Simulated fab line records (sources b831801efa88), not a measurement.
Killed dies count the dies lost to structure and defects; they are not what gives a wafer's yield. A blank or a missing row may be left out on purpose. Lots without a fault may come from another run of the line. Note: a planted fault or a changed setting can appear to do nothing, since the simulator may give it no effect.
2 desks, one fault ; flow gf180mcu ; each desk has only its own numbers; what lay behind them comes last

## FOR THE TOOL OWNER'S DESK: pecvd-01
The tool's own readings at GF_SAB_CVD_00 (deposits SiO2 from TEOS, target thk 50 nm, time 4.9302 s): means of the sampled wafers that have a number, for each lot that ran on this tool. Any lot whose mean is over 4 standard deviations away from the usual mean is out of limits and marked OUT; that distance is given in the brackets.
Columns: A = heater power w at GF_SAB_CVD_00, usual 678 W
lot;first seen here;A
L951;day 14 20:33;783
L955;day 16 11:00;663
L965;day 19 11:31;733
L966;day 19 20:45;689
Finding of this desk: none of the 4 lots has anything out of limits.

## FROM THE METROLOGY DESK
Lot by lot, what the gauges showed, no matter which tool ran the lot: averages of those sampled wafers that carry a number. Any lot whose mean is over 4 standard deviations away from the usual mean is out of limits and marked OUT; that distance is given in the brackets.
Columns: A = V5_OVL at GF_V5_OVL_MEAS_15, usual 0 nm; B = PASSIVATION_CVD_00_THK at GF_PASSIVATION_THK_MEAS_01, usual 1004 nm; C = PASSIVATION_CVD_02_THK at GF_PASSIVATION_THK_MEAS_03, usual 700 nm
lot;first seen here;A;B;C
L950;day 27 01:49;3;1009;698
L951;day 27 20:47;-5;992;696
L953;day 28 00:19;11;1000;699
L954;day 28 18:27;3;1017;709
L956;day 29 03:13;10;1008;696
L955;day 29 07:20;-4;1000;705
L957;day 29 12:15;1;981;700
L958;day 29 21:04;-0;1002;700
L960;day 30 09:21;-6;998;696
L965;day 31 15:13;7;1016;697
L966;day 31 22:30;1;997;696
L968;day 32 11:53;-2;987;701
L969;day 32 14:49;-3;993;690
L970;day 32 21:13;-2;1007;707
Finding of this desk: none of the 14 lots has anything out of limits.

## PUT TOGETHER
The desk of the tool owner found nothing out of limits.
From the metrology desk's view, nothing was out of limits.

## WHAT THE SIMULATOR PUT IN
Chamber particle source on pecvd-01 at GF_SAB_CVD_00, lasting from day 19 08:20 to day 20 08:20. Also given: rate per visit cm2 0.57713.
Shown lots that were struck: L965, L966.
